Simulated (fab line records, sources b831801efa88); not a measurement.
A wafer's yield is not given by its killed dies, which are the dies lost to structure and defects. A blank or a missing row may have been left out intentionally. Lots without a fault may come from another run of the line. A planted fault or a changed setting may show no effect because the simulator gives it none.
Which of the tools did it? | flow sky130 | 24 lots with 72 wafers sampled at 6 steps, on a route of 708 steps

WHAT THE GAUGES SHOWED, per wafer
SKY_LI_CONTACT_CD_MEAS_12 targets a cd of 170 nm. Usual: cd_nm 169.8 nm, standard deviation 1.4.
lot  | measured     | on        | cd_nm (nm)        | flag
L074 | day 29 07:28 | cd_sem-02 | 171.3 170.3 169.4 |
L075 | day 29 14:48 | cd_sem-02 | 170.3 170.4 170.3 |
L076 | day 29 22:07 | cd_sem-02 | 168.4 168.2 168.4 |
L077 | day 30 01:56 | cd_sem-01 | 171.0 170.5 171.1 |
L078 | day 30 17:49 | cd_sem-02 | 169.1 168.6 169.7 |
L079 | day 31 06:14 | cd_sem-02 | 168.4 169.0 169.7 |
L080 | day 31 17:19 | cd_sem-01 | 170.0 169.9 169.2 |
L081 | day 32 01:45 | cd_sem-02 | 169.3 168.0 169.2 |
L082 | day 32 10:03 | cd_sem-02 | 170.4 171.2 171.2 |
L084 | day 32 23:52 | cd_sem-02 | 166.7 167.5 167.4 |
L083 | day 33 01:38 | cd_sem-02 | 172.5 171.2 170.5 |
L085 | day 33 06:49 | cd_sem-02 | 169.0 168.8 168.0 |
L086 | day 33 11:03 | cd_sem-02 | 168.7 167.2 169.8 |
L087 | day 33 12:38 | cd_sem-02 | 170.3 170.1 171.1 |
L088 | day 33 16:52 | cd_sem-01 | 170.7 169.4 170.9 |
L089 | day 34 09:00 | cd_sem-01 | 170.0 169.9 169.1 |
L090 | day 34 14:04 | cd_sem-01 | 171.4 170.9 171.6 |
L091 | day 34 20:43 | cd_sem-02 | 171.7 171.1 168.8 |
L092 | day 35 04:31 | cd_sem-02 | 169.3 170.3 169.3 |
L093 | day 35 06:20 | cd_sem-02 | 168.6 169.2 168.3 |
L094 | day 35 11:40 | cd_sem-02 | 168.5 168.0 169.0 |
L095 | day 36 01:52 | cd_sem-02 | 169.1 169.1 170.0 |
L096 | day 36 03:26 | cd_sem-01 | 170.3 172.4 170.4 |
L097 | day 36 12:16 | cd_sem-02 | 171.8 172.5 173.0 |

SKY_LI_CONTACT_RS_MEAS_22: a four-point-probe measurement. Usual: LI_CONTACT_W_RS gives 0.282 ohm/sq (standard deviation 0.0034).
lot  | measured     | on            | LI_CONTACT_W_RS (ohm/sq) | flag
L074 | day 29 08:19 | film_metro-03 | 0.280 0.279 0.278        |
L075 | day 29 15:38 | film_metro-01 | 0.283 0.285 0.283        |
L076 | day 29 22:57 | film_metro-01 | 0.280 0.277 0.278        |
L077 | day 30 02:47 | film_metro-04 | 0.274 0.280 0.276        |
L078 | day 30 18:39 | film_metro-03 | 0.277 0.288 0.279        |
L079 | day 31 07:05 | film_metro-01 | 0.283 0.276 0.279        |
L080 | day 31 18:11 | film_metro-01 | 0.281 0.286 0.288        |
L081 | day 32 02:38 | film_metro-01 | 0.279 0.279 0.283        |
L082 | day 32 11:12 | film_metro-04 | 0.281 0.290 0.290        |
L084 | day 33 00:42 | film_metro-03 | 0.283 0.281 0.276        |
L083 | day 33 02:28 | film_metro-04 | 0.280 0.279 0.287        |
L085 | day 33 07:39 | film_metro-04 | 0.279 0.281 0.281        |
L086 | day 33 11:54 | film_metro-04 | 0.287 0.280 0.281        |
L087 | day 33 13:29 | film_metro-04 | 0.283 0.285 0.278        |
L088 | day 33 17:43 | film_metro-04 | 0.283 0.281 0.283        |
L089 | day 34 09:51 | film_metro-04 | 0.283 0.280 0.280        |
L090 | day 34 14:54 | film_metro-01 | 0.279 0.276 0.278        |
L091 | day 34 21:33 | film_metro-03 | 0.281 0.284 0.284        |
L092 | day 35 05:25 | film_metro-04 | 0.282 0.282 0.284        |
L093 | day 35 07:11 | film_metro-03 | 0.284 0.285 0.281        |
L094 | day 35 12:31 | film_metro-04 | 0.286 0.289 0.287        |
L095 | day 36 02:42 | film_metro-04 | 0.281 0.276 0.277        |
L096 | day 36 04:16 | film_metro-04 | 0.285 0.279 0.282        |
L097 | day 36 13:06 | film_metro-01 | 0.280 0.281 0.280        |

SKY_LOCAL_INTERCONNECT_RS_MEAS_01: a four-point-probe measurement. Usual: LOCAL_INTERCONNECT_TIN_RS gives 14.09 ohm/sq (standard deviation 0.19).
lot  | measured     | on            | LOCAL_INTERCONNECT_TIN_RS (ohm/sq) | flag
L074 | day 29 08:52 | film_metro-04 | 14.03 14.00 14.12                  |
L075 | day 29 16:11 | film_metro-03 | 14.34 13.71 14.08                  |
L076 | day 29 23:29 | film_metro-03 | 14.12 14.14 14.12                  |
L077 | day 30 03:19 | film_metro-04 | 13.97 13.79 13.88                  |
L078 | day 30 19:11 | film_metro-04 | 14.42 13.84 13.99                  |
L079 | day 31 07:37 | film_metro-03 | 14.27 13.75 14.06                  |
L080 | day 31 18:44 | film_metro-03 | 14.03 14.24 13.76                  |
L081 | day 32 03:10 | film_metro-02 | 14.36 14.45 13.96                  |
L082 | day 32 11:44 | film_metro-02 | 13.88 14.47 14.05                  |
L084 | day 33 01:14 | film_metro-04 | 14.13 13.93 13.90                  |
L083 | day 33 03:01 | film_metro-04 | 14.36 14.40 14.21                  |
L085 | day 33 08:13 | film_metro-04 | 14.09 14.09 14.26                  |
L086 | day 33 12:26 | film_metro-02 | 13.91 13.81 14.10                  |
L087 | day 33 14:01 | film_metro-02 | 14.17 13.96 14.15                  |
L088 | day 33 18:20 | film_metro-04 | 14.09 14.12 14.17                  |
L089 | day 34 10:23 | film_metro-04 | 14.33 14.05 14.28                  |
L090 | day 34 15:26 | film_metro-03 | 14.43 14.11 14.47                  |
L091 | day 34 22:05 | film_metro-04 | 14.01 13.85 13.96                  |
L092 | day 35 05:58 | film_metro-04 | 13.95 13.92 14.10                  |
L093 | day 35 07:44 | film_metro-02 | 13.88 14.10 13.69                  |
L094 | day 35 13:04 | film_metro-03 | 14.20 14.40 14.44                  |
L095 | day 36 03:14 | film_metro-04 | 13.96 14.39 14.16                  |
L096 | day 36 04:49 | film_metro-03 | 14.36 14.14 14.09                  |
L097 | day 36 13:38 | film_metro-03 | 14.11 13.90 13.80                  |

SKY_METAL1_OVL_MEAS_16. Usual: METAL1_OVL gives 2 nm (standard deviation 4.7).
lot  | measured     | on         | METAL1_OVL (nm) | flag
L074 | day 32 22:43 | overlay-02 | -1 8 1          |
L075 | day 33 05:22 | overlay-02 | -6 -2 1         |
L076 | day 33 12:58 | overlay-02 | 0 1 1           |
L077 | day 33 16:31 | overlay-02 | 0 7 0           |
L078 | day 34 06:29 | overlay-02 | 7 5 7           |
L079 | day 34 19:35 | overlay-02 | 6 10 9          |
L080 | day 35 06:04 | overlay-01 | 10 4 5          |
L081 | day 35 13:50 | overlay-01 | 3 1 0           |
L082 | day 35 22:40 | overlay-01 | 3 5 5           |
L084 | day 36 11:44 | overlay-01 | 5 5 5           |
L083 | day 36 13:02 | overlay-02 | 9 9 12          |
L085 | day 36 19:28 | overlay-01 | 7 6 0           |
L086 | day 36 23:31 | overlay-02 | 5 9 9           |
L087 | day 37 00:13 | overlay-01 | -3 -11 -5       |
L088 | day 37 05:01 | overlay-02 | 4 0 6           |
L089 | day 37 20:47 | overlay-02 | -4 4 -6         |
L090 | day 38 01:47 | overlay-01 | -2 1 3          |
L091 | day 38 07:40 | overlay-02 | -9 1 -3         |
L092 | day 38 14:24 | overlay-02 | 2 1 0           |
L093 | day 38 16:40 | overlay-02 | 1 1 -5          |
L094 | day 38 20:58 | overlay-01 | -1 -2 3         |
L095 | day 39 11:47 | overlay-01 | -1 -3 1         |
L096 | day 39 12:08 | overlay-02 | 6 5 5           |
L097 | day 39 21:38 | overlay-01 | 1 -3 -6         |

WHICH TOOL RAN EACH LOT (tool, then ch and the chambers of the sampled wafers, then the start)
lot  | SKY_POLY_CUT_ETCH_11               | SKY_LI_CONTACT_SPUTTER_20
L074 | rie_diel-03 ch 0,2, day 24 11:18   | pvd_sputter-04, day 29 08:07
L075 | rie_diel-01 ch 0,3, day 24 18:07   | pvd_sputter-04, day 29 15:28
L076 | rie_diel-02 ch 0,2,3, day 25 02:28 | pvd_sputter-04, day 29 22:46
L077 | rie_diel-03 ch 1,2,3, day 25 05:58 | pvd_sputter-04, day 30 02:35
L078 | rie_diel-03 ch 1,2,3, day 25 22:14 | pvd_sputter-03, day 30 18:26
L079 | rie_diel-03 ch 0,1,2, day 26 10:41 | pvd_sputter-03, day 31 06:53
L080 | rie_diel-03 ch 0,1,2, day 26 22:49 | pvd_sputter-01, day 31 18:00
L081 | rie_diel-01 ch 1,2,3, day 27 08:50 | pvd_sputter-01, day 32 02:26
L082 | rie_diel-02 ch 0,2, day 27 14:50   | pvd_sputter-03, day 32 10:53
L084 | rie_diel-03 ch 0,3, day 28 07:11   | pvd_sputter-03, day 33 00:29
L083 | rie_diel-02 ch 1,2, day 28 09:20   | pvd_sputter-04, day 33 02:16
L085 | rie_diel-01 ch 1,3, day 28 14:55   | pvd_sputter-01, day 33 07:26
L086 | rie_diel-02 ch 0,2,3, day 28 18:49 | pvd_sputter-03, day 33 11:43
L087 | rie_diel-01 ch 1,2, day 28 20:36   | pvd_sputter-01, day 33 13:17
L088 | rie_diel-02 ch 1,2,3, day 29 02:39 | pvd_sputter-04, day 33 17:32
L089 | rie_diel-03 ch 1,2,3, day 29 18:28 | pvd_sputter-03, day 34 09:40
L090 | rie_diel-03 ch 0,1,3, day 30 00:51 | pvd_sputter-01, day 34 14:41
L091 | rie_diel-03 ch 0,2, day 30 07:03   | pvd_sputter-03, day 34 21:22
L092 | rie_diel-03 ch 1,2, day 30 16:03   | pvd_sputter-01, day 35 05:10
L093 | rie_diel-02 ch 0,1, day 30 18:06   | pvd_sputter-01, day 35 06:58
L094 | rie_diel-02 ch 1,2, day 31 00:09   | pvd_sputter-04, day 35 12:20
L095 | rie_diel-03 ch 1,2,3, day 31 12:32 | pvd_sputter-01, day 36 02:31
L096 | rie_diel-01 ch 0,1,2, day 31 16:00 | pvd_sputter-04, day 36 04:04
L097 | rie_diel-02 ch 1,3, day 32 00:32   | pvd_sputter-04, day 36 12:55
- SKY_POLY_CUT_ETCH_11: etches Si3N4 in CF4/CH2F2/Ar, stops on poly-Si, time 42.5 s, target depth 60 nm.
- SKY_LI_CONTACT_SPUTTER_20: material TiN, target thk 20 nm, time 80 s.

AS READ BY THE TOOLS THEMSELVES (means over the sampled wafers that have a number; for cases with no such wafer, the mark the record gives instead)
SKY_POLY_CUT_ETCH_11. Usual: drypump_motor_current_A 5.8 A, standard deviation 0.35; oes_product_au 0.827 a.u., standard deviation 0.007; throttle_valve_pct 14.994 %, standard deviation 0.0094.
lot  | tool        | drypump_motor_current_A (A) | oes_product_au (a.u.) | throttle_valve_pct (%) | flag
L074 | rie_diel-03 | 5.8                         | 0.834                 | 14.994                 |
L075 | rie_diel-01 | 5.8                         | 0.830                 | 14.998                 |
L076 | rie_diel-02 | 5.9                         | 0.821                 | 14.988                 |
L077 | rie_diel-03 | 5.9                         | 0.820                 | 14.987                 |
L078 | rie_diel-03 | 5.9                         | 0.827                 | 14.984                 |
L079 | rie_diel-03 | 5.8                         | 0.823                 | 14.997                 |
L080 | rie_diel-03 | 5.8                         | 0.824                 | 14.997                 |
L081 | rie_diel-01 | 6.1                         | 0.839                 | 15.000                 |
L082 | rie_diel-02 | 5.7                         | 0.820                 | 14.997                 |
L084 | rie_diel-03 | 5.7                         | 0.823                 | 15.002                 |
L083 | rie_diel-02 | 5.5                         | 0.821                 | 14.981                 |
L085 | rie_diel-01 | 6.2                         | 0.828                 | 14.996                 |
L086 | rie_diel-02 | 5.9                         | 0.821                 | 14.998                 |
L087 | rie_diel-01 | 6.1                         | 0.827                 | 15.000                 |
L088 | rie_diel-02 | 5.9                         | 0.833                 | 14.985                 |
L089 | rie_diel-03 | 5.9                         | 0.831                 | 15.000                 |
L090 | rie_diel-03 | 5.7                         | 0.836                 | 14.993                 |
L091 | rie_diel-03 | 5.8                         | 0.835                 | 14.997                 |
L092 | rie_diel-03 | 5.8                         | 0.820                 | 15.002                 |
L093 | rie_diel-02 | 5.7                         | 0.838                 | 14.999                 |
L094 | rie_diel-02 | 5.5                         | 0.828                 | 15.009                 |
L095 | rie_diel-03 | 5.9                         | 0.821                 | 14.983                 |
L096 | rie_diel-01 | 5.8                         | 0.823                 | 14.997                 |
L097 | rie_diel-02 | 6.3                         | 0.829                 | 15.000                 |

SKY_LI_CONTACT_SPUTTER_20. Usual: throttle_valve_pct 30.2 %, standard deviation 1.2.
lot  | tool           | throttle_valve_pct (%) | flag
L074 | pvd_sputter-04 | 29.9                   |
L075 | pvd_sputter-04 | 29.8                   |
L076 | pvd_sputter-04 | 29.0                   |
L077 | pvd_sputter-04 | 29.8                   |
L078 | pvd_sputter-03 | 30.9                   |
L079 | pvd_sputter-03 | 30.7                   |
L080 | pvd_sputter-01 | 30.4                   |
L081 | pvd_sputter-01 | 30.4                   |
L082 | pvd_sputter-03 | 31.4                   |
L084 | pvd_sputter-03 | 31.5                   |
L083 | pvd_sputter-04 | 28.7                   |
L085 | pvd_sputter-01 | 30.4                   |
L086 | pvd_sputter-03 | 30.5                   |
L087 | pvd_sputter-01 | 30.9                   |
L088 | pvd_sputter-04 | 29.8                   |
L089 | pvd_sputter-03 | 30.7                   |
L090 | pvd_sputter-01 | 30.4                   |
L091 | pvd_sputter-03 | 30.9                   |
L092 | pvd_sputter-01 | 30.2                   |
L093 | pvd_sputter-01 | 30.4                   |
L094 | pvd_sputter-04 | 29.0                   |
L095 | pvd_sputter-01 | 30.6                   |
L096 | pvd_sputter-04 | 29.6                   |
L097 | pvd_sputter-04 | 29.1                   |

THE ANSWER, worked out from the rows above alone
Rule: take the mean of a lot's wafers that have a number; if it is more than 3 standard deviations from the usual mean, the lot is off. Also off: a lot with no number at a reading for which 4 or more lots have one. Any other lot the step has rows for is counted as sound. The gauges are gone through in route order, then the tools' own readings, and for those a lot's mean is taken as printed above. At the first step where some lot is off, the reading lying furthest off is the one used; lots without a number count as furthest.
No lot is off at any reading shown: from this, nothing can be told.

WHAT HAD BEEN PUT IN BY THE SIMULATOR
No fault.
